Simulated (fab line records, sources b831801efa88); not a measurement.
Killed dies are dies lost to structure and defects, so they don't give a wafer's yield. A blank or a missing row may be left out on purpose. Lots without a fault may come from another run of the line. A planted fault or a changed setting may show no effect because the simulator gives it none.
Which tool did it? | flow sky130 | 24 lots, 72 wafers sampled, at 4 steps of a route of 708

WHAT THE GAUGES READ, wafer by wafer
SKY_CAP2M_RS_MEAS_03: measures by four-point-probe.
lot  | measured     | on            | CAP2M_TIN_RS (ohm/sq)
L074 | day 40 11:47 | film_metro-01 | 6.93 6.74 6.81
L075 | day 40 20:01 | film_metro-02 | 7.02 6.91 6.83
L076 | day 41 08:57 | film_metro-01 | 6.84 6.82 6.87
L077 | day 41 06:08 | film_metro-02 | 6.97 6.88 6.94
L078 | day 41 10:40 | film_metro-04 | 7.05 6.92 6.82
L079 | day 41 13:32 | film_metro-02 | 6.94 7.01 6.98
L080 | day 41 22:46 | film_metro-01 | 6.82 6.86 7.07
L081 | day 42 13:50 | film_metro-02 | 7.02 6.84 7.00
L082 | day 42 14:42 | film_metro-01 | 7.03 6.81 6.88
L083 | day 42 18:17 | film_metro-04 | 6.88 6.69 6.77
L084 | day 42 23:17 | film_metro-04 | 7.02 6.86 6.93
L085 | day 43 03:19 | film_metro-02 | 6.97 6.92 6.95
L086 | day 43 05:58 | film_metro-04 | 6.95 7.02 7.01
L088 | day 43 22:44 | film_metro-02 | 7.01 6.91 6.93
L087 | day 43 23:16 | film_metro-04 | 7.03 6.87 6.99
L089 | day 44 05:38 | film_metro-01 | 6.95 6.91 7.01
L091 | day 44 14:59 | film_metro-04 | 7.06 6.82 7.07
L090 | day 44 22:17 | film_metro-04 | 7.01 6.93 7.01
L092 | day 44 21:43 | film_metro-04 | 6.96 6.94 6.96
L093 | day 45 05:40 | film_metro-02 | 6.85 6.74 6.78
L094 | day 45 07:55 | film_metro-02 | 7.15 7.05 7.13
L095 | day 46 04:07 | film_metro-04 | 6.94 6.92 6.93
L096 | day 46 00:38 | film_metro-01 | 6.84 6.86 6.98
L097 | day 46 04:17 | film_metro-01 | 6.86 6.99 6.93

WHICH TOOL RAN EACH LOT (tool, then ch and the chambers of the sampled wafers, then the start)
lot  | SKY_VIA1_CVD_21               | SKY_METAL4_SPUTTER_02        | SKY_CAP2M_CVD_00
L074 | cvd_w-01 ch 0,1, day 34 18:40 | pvd_sputter-04, day 40 11:26 | pecvd-02 ch 0,1, day 40 11:33
L075 | cvd_w-01 ch 1, day 35 02:53   | pvd_sputter-02, day 40 19:42 | pecvd-02 ch 0,1,2, day 40 19:49
L076 | cvd_w-01 ch 0,1, day 35 13:59 | pvd_sputter-04, day 41 08:35 | pecvd-01 ch 0,1,2, day 41 08:43
L077 | cvd_w-01 ch 0,1, day 35 15:37 | pvd_sputter-02, day 41 05:50 | pecvd-03 ch 1,2, day 41 05:57
L078 | cvd_w-01 ch 0,1, day 35 19:19 | pvd_sputter-04, day 41 10:21 | pecvd-02 ch 1,2, day 41 10:28
L079 | cvd_w-01 ch 0, day 35 22:16   | pvd_sputter-04, day 41 13:14 | pecvd-02 ch 0,1, day 41 13:21
L080 | cvd_w-02 ch 0,1, day 36 08:58 | pvd_sputter-01, day 41 22:26 | pecvd-03 ch 0,2, day 41 22:33
L081 | cvd_w-02 ch 0,1, day 36 12:52 | pvd_sputter-01, day 42 13:32 | pecvd-01 ch 1,2, day 42 13:39
L082 | cvd_w-01 ch 0,1, day 37 01:33 | pvd_sputter-01, day 42 14:24 | pecvd-03 ch 0,2, day 42 14:31
L083 | cvd_w-01 ch 1, day 37 07:15   | pvd_sputter-01, day 42 17:58 | pecvd-01 ch 0,2, day 42 18:04
L084 | cvd_w-01 ch 0,1, day 37 14:25 | pvd_sputter-01, day 42 22:57 | pecvd-02 ch 1,2, day 42 23:04
L085 | cvd_w-02 ch 0,1, day 37 17:52 | pvd_sputter-04, day 43 03:01 | pecvd-01 ch 0,1,2, day 43 03:07
L086 | cvd_w-02 ch 0,1, day 37 20:41 | pvd_sputter-01, day 43 05:40 | pecvd-02 ch 0,2, day 43 05:46
L088 | cvd_w-02 ch 0,1, day 38 13:46 | pvd_sputter-04, day 43 22:26 | pecvd-02 ch 0,2, day 43 22:33
L087 | cvd_w-02 ch 0,1, day 38 15:49 | pvd_sputter-01, day 43 22:57 | pecvd-01 ch 0,1, day 43 23:04
L089 | cvd_w-01 ch 0,1, day 38 22:11 | pvd_sputter-01, day 44 05:17 | pecvd-02 ch 0,1, day 44 05:24
L091 | cvd_w-02 ch 1, day 39 07:59   | pvd_sputter-01, day 44 14:40 | pecvd-03 ch 0,1,2, day 44 14:46
L090 | cvd_w-02 ch 0,1, day 39 09:48 | pvd_sputter-04, day 44 21:59 | pecvd-03 ch 0,2, day 44 22:05
L092 | cvd_w-02 ch 0,1, day 39 15:16 | pvd_sputter-04, day 44 21:25 | pecvd-01 ch 0,1,2, day 44 21:31
L093 | cvd_w-02 ch 0, day 40 02:45   | pvd_sputter-04, day 45 05:20 | pecvd-03 ch 1,2, day 45 05:27
L094 | cvd_w-02 ch 0, day 40 04:30   | pvd_sputter-02, day 45 07:36 | pecvd-03 ch 0,1, day 45 07:43
L095 | cvd_w-01 ch 0, day 40 20:47   | pvd_sputter-01, day 45 22:37 | pecvd-03 ch 0,1,2, day 46 03:55
L096 | cvd_w-02 ch 0,1, day 40 22:29 | pvd_sputter-02, day 46 00:17 | pecvd-02 ch 0,1, day 46 00:24
L097 | cvd_w-01 ch 0,1, day 41 02:15 | pvd_sputter-04, day 46 03:59 | pecvd-02 ch 0,2, day 46 04:05
- SKY_VIA1_CVD_21: deposits W, target thk 270 nm, time 80.902 s.
- SKY_METAL4_SPUTTER_02: material AlCu, target thk 735 nm, time 39.1 s.
- SKY_CAP2M_CVD_00: deposits SiO2, target thk 15.5 nm.

WHAT THE TOOLS THEMSELVES READ (means of the sampled wafers that have a number; where no wafer has one, the mark that the record gives instead)
SKY_VIA1_CVD_21.
lot  | tool     | heater_power_w (W)
L074 | cvd_w-01 | 918
L075 | cvd_w-01 | 764
L076 | cvd_w-01 | 925
L077 | cvd_w-01 | 907
L078 | cvd_w-01 | 837
L079 | cvd_w-01 | 994
L080 | cvd_w-02 | 908
L081 | cvd_w-02 | 859
L082 | cvd_w-01 | 836
L083 | cvd_w-01 | 772
L084 | cvd_w-01 | 849
L085 | cvd_w-02 | 867
L086 | cvd_w-02 | 902
L088 | cvd_w-02 | 903
L087 | cvd_w-02 | 860
L089 | cvd_w-01 | 844
L091 | cvd_w-02 | 771
L090 | cvd_w-02 | 791
L092 | cvd_w-02 | 812
L093 | cvd_w-02 | 883
L094 | cvd_w-02 | 888
L095 | cvd_w-01 | 980
L096 | cvd_w-02 | 807
L097 | cvd_w-01 | 839

SKY_METAL4_SPUTTER_02.
lot  | tool           | cathode_dc_power_W (W) | throttle_valve_pct (%)
L074 | pvd_sputter-04 | 10601                  | 30.0
L075 | pvd_sputter-02 | 10600                  | 30.9
L076 | pvd_sputter-04 | 10598                  | 30.2
L077 | pvd_sputter-02 | 10601                  | 30.7
L078 | pvd_sputter-04 | 10602                  | 30.6
L079 | pvd_sputter-04 | 10602                  | 30.1
L080 | pvd_sputter-01 | 10600                  | 30.8
L081 | pvd_sputter-01 | 10602                  | 30.6
L082 | pvd_sputter-01 | 10599                  | 29.9
L083 | pvd_sputter-01 | 10600                  | 29.7
L084 | pvd_sputter-01 | 10599                  | 30.6
L085 | pvd_sputter-04 | 10600                  | 30.2
L086 | pvd_sputter-01 | 10600                  | 30.5
L088 | pvd_sputter-04 | 10601                  | 30.2
L087 | pvd_sputter-01 | 10600                  | 30.6
L089 | pvd_sputter-01 | 10601                  | 30.5
L091 | pvd_sputter-01 | 10600                  | 30.5
L090 | pvd_sputter-04 | 10600                  | 30.1
L092 | pvd_sputter-04 | 10599                  | 30.0
L093 | pvd_sputter-04 | 10601                  | 30.5
L094 | pvd_sputter-02 | 10600                  | 31.9
L095 | pvd_sputter-01 | 10597                  | 30.3
L096 | pvd_sputter-02 | 10601                  | 31.5
L097 | pvd_sputter-04 | 10601                  | 30.2

SKY_CAP2M_CVD_00.
lot  | tool     | heater_power_w (W)
L074 | pecvd-02 | 704
L075 | pecvd-02 | 752
L076 | pecvd-01 | 759
L077 | pecvd-03 | 881
L078 | pecvd-02 | 787
L079 | pecvd-02 | 774
L080 | pecvd-03 | 884
L081 | pecvd-01 | 759
L082 | pecvd-03 | 823
L083 | pecvd-01 | 893
L084 | pecvd-02 | 778
L085 | pecvd-01 | 724
L086 | pecvd-02 | 670
L088 | pecvd-02 | 705
L087 | pecvd-01 | 641
L089 | pecvd-02 | 771
L091 | pecvd-03 | 887
L090 | pecvd-03 | 854
L092 | pecvd-01 | 762
L093 | pecvd-03 | 790
L094 | pecvd-03 | 880
L095 | pecvd-03 | 879
L096 | pecvd-02 | 773
L097 | pecvd-02 | 748

THE ANSWER, worked out from the rows above alone
Rule: what is usual is taken from the lots themselves. Put in order of their means at a reading, lots are off if they are a third of the lots or fewer, leave a main group of 4 or more, and stand apart from it by a gap of 3 or more times the standard deviation of the main group's means; of several such gaps the widest counts. A main group whose means are all the same, to the digits that the tables above print for the reading, isn't used. A lot without any number at a reading at which 4 lots or more have one is off too. The other lots that the step has rows for count as sound. The gauges are gone through in route order, then the tools' own readings, and for those a lot's mean is taken as printed above. The first step at which some lot is off is used, and at that step the reading that is off furthest; a lot without a number counts as furthest.
No lot is off at any reading shown: from this, nothing can be told.

WHAT THE SIMULATOR HAD PUT IN
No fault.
